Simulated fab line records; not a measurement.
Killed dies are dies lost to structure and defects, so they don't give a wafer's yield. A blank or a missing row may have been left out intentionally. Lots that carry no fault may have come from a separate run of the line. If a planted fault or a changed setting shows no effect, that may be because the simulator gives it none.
What tool caused it? -- flow gf180mcu -- 39 wafers from 13 lots sampled at 2 of the route's 602 steps

== WHAT THE GAUGES SHOWED, per wafer ==
GF_STI_BOW_MEAS_00.
lot,measured,on,INCOMING_BOW (um)
L443,day 2 01:00,film_metro-03,2 3 10
L444,day 2 06:01,film_metro-03,2 -2 -2
L445,day 2 11:00,film_metro-01,-2 2 -5
L448,day 3 02:01,film_metro-01,-4 -16 -4
L449,day 3 07:00,film_metro-01,2 -5 -7
L450,day 3 12:00,film_metro-03,-8 -5 5
L454,day 4 08:04,film_metro-01,6 4 -8
L457,day 4 23:00,film_metro-03,-3 4 -16
L458,day 5 04:00,film_metro-03,-5 11 -6
L460,day 5 14:00,film_metro-03,4 -8 -10
L461,day 5 19:02,film_metro-03,4 -6 3
L462,day 6 00:04,film_metro-03,-11 -8 4
L463,day 6 05:00,film_metro-01,-12 4 -3

GF_STI_THK_MEAS_02.
lot,measured,on,STI_OXIDATION_THK (nm)
L443,day 2 03:10,film_metro-04,10.15 10.22 10.04
L444,day 2 08:10,film_metro-03,10.04 10.02 10.15
L445,day 2 13:41,film_metro-03,10.27 10.43 10.32
L448,day 3 04:06,film_metro-01,9.84 9.94 9.93
L449,day 3 09:17,film_metro-03,10.26 10.13 10.17
L450,day 3 14:25,film_metro-01,9.84 9.86 9.91
L454,day 4 09:32,film_metro-03,9.59 9.76 9.73
L457,day 5 00:47,film_metro-04,9.61 9.52 9.66
L458,day 5 05:31,film_metro-04,10.09 9.93 10.23
L460,day 5 15:31,film_metro-04,10.15 10.13 10.15
L461,day 5 20:34,film_metro-03,9.71 9.75 9.86
L462,day 6 01:32,film_metro-03,9.94 9.86 10.10
L463,day 6 06:31,film_metro-03,9.95 10.00 10.01

== TOOL THAT RAN EACH LOT (tool first, then ch and the chambers of the sampled wafers, then the start) ==
Record: no process step prior to these readings.

== AS READ BY THE TOOLS THEMSELVES (means over the sampled wafers that have a number; for cases with no such wafer, the mark the record gives instead) ==
The record holds no such reading with a usual standard deviation.

== THE ANSWER, worked out from the rows above alone ==
Rule: usual is defined by the lots themselves. The widest of any qualifying gaps counts: lots, ordered by their means at a reading, are off when they make up no more than a third of the lots, leave a main group of 4 or more, and stand apart from it by 3 or more times the standard deviation of that group's means. A main group whose means are all the same, to the digits that the tables above print for the reading, isn't used. Also off: a lot with no number at a reading for which 4 or more lots have one. The other lots that the step has rows for count as sound. The gauges are gone through in route order, then the tools' own readings, and for those a lot's mean is taken as printed above. At the first step where some lot is off, the reading lying furthest off is the one used; lots without a number count as furthest.
No lot is off at any reading shown: from this, nothing can be told.

== WHAT THE SIMULATOR HAD PUT IN ==
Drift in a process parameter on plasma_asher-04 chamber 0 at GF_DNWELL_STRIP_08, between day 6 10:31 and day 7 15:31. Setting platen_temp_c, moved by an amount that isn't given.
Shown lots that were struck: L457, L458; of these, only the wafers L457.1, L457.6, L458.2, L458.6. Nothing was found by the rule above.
